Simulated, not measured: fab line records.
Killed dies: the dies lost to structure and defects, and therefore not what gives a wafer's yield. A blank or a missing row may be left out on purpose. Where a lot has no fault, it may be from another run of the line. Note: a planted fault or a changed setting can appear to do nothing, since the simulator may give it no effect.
A struck lot beside a sound one :: flow sky130 :: 16 steps out of a route of 708
Sound: wafers L928.2, L928.4, L928.6. Struck: wafers L939.2, L939.3, L939.4. The cause is given at the end.
At each step with rows: each side's tool, then ch and its chambers, then its first start. Under that, the readings that differ: sound wafers :: struck wafers :: difference of the means :: sigmas: that difference in standard deviations of wafers without a fault.
alike: readings whose means differ by less than 2 such deviations, and words and numbers that are the same on both sides. not compared: withheld readings, readings that some wafer has no value for, bounds like >300 that may hide the same value, and numbers for which the record gives no deviation and whose values overlap.
Wherever a step has rows on one side only, a row that says differs or no value, or a row with sigmas, the two part there. When numbers do not overlap yet have no deviation, they are printed without sigmas and do not part them. A reading that every wafer of one side lacks parts them only if that side has two wafers or more.

SKY_METAL2_THK_MEAS_06: measures by xrf.
  struck on filmMetro-01, day 39 21:49; sound on filmMetro-03, day 36 14:44
  alike: METAL2_ALCU_THK
then, 8 steps without rows for these wafers: SKY_METAL2_DEHYDRATE_07 (time 60 s); SKY_METAL2_HMDS_08 (prime time 60 s); SKY_METAL2_COAT_09 (resist thk 60 nm); SKY_METAL2_COAT_10 (resist thk 450 nm); SKY_METAL2_SOFTBAKE_11 (time 90 s); SKY_METAL2_EXPOSE_12 (exposes mask MM2, target cd 140 nm); SKY_METAL2_PEB_13; SKY_METAL2_DEVELOP_14 (develop time 60 s).
SKY_METAL2_CD_MEAS_15: target cd 140 nm.
  struck on cdSem-02, day 40 21:55; sound on cdSem-02, day 37 17:07
reading: cdNm (nm)
sound: 137.5 137.2 137.5
struck: 141.2 141.2 141.1
difference: +3.8
sigmas: +2
SKY_METAL2_OVL_MEAS_16:
  struck on overlay-02, day 40 22:01; sound on overlay-02, day 37 17:13
  alike: METAL2_OVL
SKY_METAL2_DESCUM_17: chemistry O2, time 8 s.
  sound on rieMetal-03 ch 0,1, day 37 17:15; struck on rieMetal-03 ch 0,1, day 40 22:03
  alike: chamberPressureMTorr, drypumpMotorCurrentA, oesProductAu
  not compared: rfHoursCounterH
SKY_METAL2_ETCH_18: etches BARC in N2/H2, stops on SiO2, time 45.9 s, target depth 60 nm.
  sound on rieMetal-03 ch 0,1, day 37 17:18; struck on rieMetal-03 ch 0,1, day 40 22:05
  no value came back on the struck wafers for any of 5 readings (biasW (W), chamberPressureMTorr (mTorr) and others); on the sound wafers biasW (W) reads 99.93 100.04 100.32
reading: model.KrF-thick_of_METAL2_COAT_10.thkNm (nm)
sound: 394 392.4 391.5
struck: 433.7 433.5 432.9
difference: +40.7
sigmas: 
  not compared: rfHoursCounterH
SKY_METAL2_METAL_ETCH_19: etches the open film in Cl2/BCl3, stops on SiO2, target depth 360 nm, time 78 s.
  sound on rieMetal-03 ch 0,1, day 37 17:23; struck on rieMetal-03 ch 0,1, day 40 22:09
reading: oesProductAu (a.u.)
sound: 0.853 0.857 0.858
struck: 0.377 0.379 0.380
difference: -0.477
sigmas: -87

reading: model.KrF-thick_of_METAL2_COAT_10.thkNm (nm)
sound: 158.3 156.8 153.5
struck: 196.7 200.4 195.7
difference: +41.4
sigmas: 
  alike: bcl3FlowSccm, biasW, chamberPressureMTorr, drypumpMotorCurrentA, throttleValvePct
  not compared: rfHoursCounterH
SKY_METAL2_STRIP_20: strips in O2/N2.
  sound on plasmaAsher-02 ch 0,1, day 37 17:30; struck on plasmaAsher-03 ch 0,1, day 40 22:14
reading: oesProductAu (a.u.)
sound: 0.341 0.338 0.342
struck: 0.358 0.360 0.359
difference: +0.019
sigmas: +5

reading: stripTimeToEndpointS (s)
sound: 2.702 2.683 2.646
struck: 3.122 3.147 3.116
difference: +0.451
sigmas: +17
  alike: chamberPressureMTorr, drypumpMotorCurrentA, o2FlowSccm
  not compared: rfHoursCounterH
then, 1 step without rows for these wafers: SKY_METAL2_STRIP_21 (strips in post etch residue remover, time 1200 s).

WHERE THEY PART
At SKY_METAL2_CD_MEAS_15 first; at SKY_METAL2_STRIP_20 last (within this record only).

WHY: whatever the simulator had introduced
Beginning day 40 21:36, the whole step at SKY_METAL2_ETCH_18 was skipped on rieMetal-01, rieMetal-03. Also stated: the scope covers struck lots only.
